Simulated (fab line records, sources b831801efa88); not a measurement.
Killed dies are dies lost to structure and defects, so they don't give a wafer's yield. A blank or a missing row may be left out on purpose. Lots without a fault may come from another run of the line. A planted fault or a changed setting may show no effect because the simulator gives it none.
One fault seen from 2 desks | flow gf180mcu | each desk has only its own numbers; what lay behind them comes last

THE METROLOGY DESK
What the gauges read, lot by lot, whatever tool the lot ran on: means of the sampled wafers that have a number. A lot is out of limits, marked OUT, if its mean lies more than 4 standard deviations from the usual mean; the brackets give that distance.
Columns: A = HV_LDD_3_TW at GF_HV_LDD_TW_MEAS_38, usual 1423
lot  | first seen here | A
L792 | day 11 13:23    | 1436
L793 | day 11 18:05    | 1407
L795 | day 12 12:16    | 1416
L796 | day 12 20:33    | 1420
L798 | day 13 13:04    | 1408
L799 | day 13 20:29    | 1405
L800 | day 14 03:16    | 1442
L801 | day 14 09:13    | 1435
L802 | day 14 23:22    | 1442
L803 | day 15 02:35    | 1413
L806 | day 16 08:55    | 1436
L807 | day 16 15:25    | 1409
L810 | day 17 16:05    | 1433
L813 | day 18 10:02    | 1424
This desk's finding: nothing out of limits on any of the 14 lots.

THE TOOL OWNER'S DESK: wet_bench-02
The tool's own readings at GF_STI_WET_ETCH_26 (etches SiO2 in dHF, target depth 94 nm, time 188 s): means of the sampled wafers that have a number, for each lot that ran on this tool. A lot is out of limits, marked OUT, if its mean lies more than 4 standard deviations from the usual mean; the brackets give that distance.
Columns: A = run_length_s at GF_STI_WET_ETCH_26, usual 215.2 s
lot  | first seen here | A
L792 | day 2 04:08     | 214.7
L795 | day 2 19:08     | 221.0
L796 | day 3 00:08     | 213.9
L798 | day 3 10:35     | 213.5
L800 | day 3 20:34     | 214.6
L801 | day 4 01:36     | 221.0
L803 | day 4 12:34     | 214.5
L806 | day 5 05:01     | 154.8 (-22) OUT
L807 | day 5 10:07     | 153.8 (-22) OUT
L810 | day 6 02:11     | 158.6 (-20) OUT
This desk's finding: out of limits on L806, L807, L810; first on L806, day 5 05:01 (run_length_s at GF_STI_WET_ETCH_26). In limits: L792, L795, L796, L798, L800, L801, L803.

PUT TOGETHER
The tool owner's desk could have raised an alarm at day 5 05:01, on L806, L807, L810.
The metrology desk saw nothing out of limits.
The metrology desk has L806, L807, L810 on record, within its limits.
Of the lots named, all ran GF_STI_WET_ETCH_26 on wet_bench-02.

WHAT THE SIMULATOR HAD PUT IN
Process parameter drift: wet_bench-02, from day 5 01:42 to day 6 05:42, at GF_STI_WET_ETCH_26. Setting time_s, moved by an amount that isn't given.
Lots struck among those shown: L806, L807, L810.
Hours from the fault's start to each desk's first reading out of limits: the tool owner's desk, 3.
